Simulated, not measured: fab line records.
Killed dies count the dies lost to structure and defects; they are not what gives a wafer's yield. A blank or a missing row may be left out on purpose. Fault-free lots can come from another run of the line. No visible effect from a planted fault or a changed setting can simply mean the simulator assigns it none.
The same fault as seen by 2 desks	flow sky130	each desk has only its own numbers; what lay behind them comes last

FROM THE METROLOGY DESK
What the gauges read, lot by lot, whatever tool the lot ran on: means of the sampled wafers that have a number. Any lot whose mean is over 4 standard deviations away from the usual mean is out of limits and marked OUT; that distance is given in the brackets.
Columns: A = CONTACT_HDPCVD_THK at SKY_CONTACT_THK_MEAS_03, usual 565 nm; B = METAL1_ALCU_THK at SKY_METAL1_THK_MEAS_06, usual 250 nm
lot	first seen here	A	B
L596	day 30 10:47	569	246
L597	day 30 15:07	572	248
L598	day 30 20:44	562	251
L601	day 32 02:55	557	253
L602	day 32 10:23	557	248
L608	day 34 09:56	695 (+15) OUT	248
L609	day 34 18:26	691 (+15) OUT	251
L616	day 36 15:25	568	249
L617	day 37 06:11	557	246
L618	day 37 08:37	576	251
L619	day 38 19:44	577	250
This desk's result: L608, L609 out of limits, first on L608 (CONTACT_HDPCVD_THK at SKY_CONTACT_THK_MEAS_03), day 34 09:56. Within limits: L596, L597, L598, L601, L602, L616, L617, L618, L619.

TOOL OWNER'S DESK, hdpcvd-02
The tool's own readings at SKY_CONTACT_HDPCVD_02 (deposits SiO2, target thk 565 nm, time 94.2 s): means of the sampled wafers that have a number, for each lot that ran on this tool. Any lot whose mean is over 4 standard deviations away from the usual mean is out of limits and marked OUT; that distance is given in the brackets.
Columns: A = pressureMtorr at SKY_CONTACT_HDPCVD_02, usual 6.000 mTorr
lot	first seen here	A
L598	day 30 20:40	5.999
L601	day 32 02:51	6.003
L602	day 32 10:19	6.010
L608	day 34 09:51	6.003
L609	day 34 18:22	6.001
L617	day 37 06:07	6.000
This desk's verdict: no lot among the 6 shows anything out of limits.

BROUGHT TOGETHER
At day 34 09:56 the metrology desk could have sounded an alarm, on L608, L609.
Nothing out of limits was seen by the tool owner's desk.
On record at the tool owner's desk: L608, L609, within its limits.
All the named lots went through SKY_CONTACT_HDPCVD_02 on hdpcvd-02.

WHAT THE SIMULATOR HAD INSERTED
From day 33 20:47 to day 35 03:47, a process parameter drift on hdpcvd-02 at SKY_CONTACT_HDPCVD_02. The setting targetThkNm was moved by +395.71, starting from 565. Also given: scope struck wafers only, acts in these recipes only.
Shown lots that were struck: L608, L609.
Time in hours between the start of the fault and the first out-of-limits reading at each desk: metrology desk, 13.
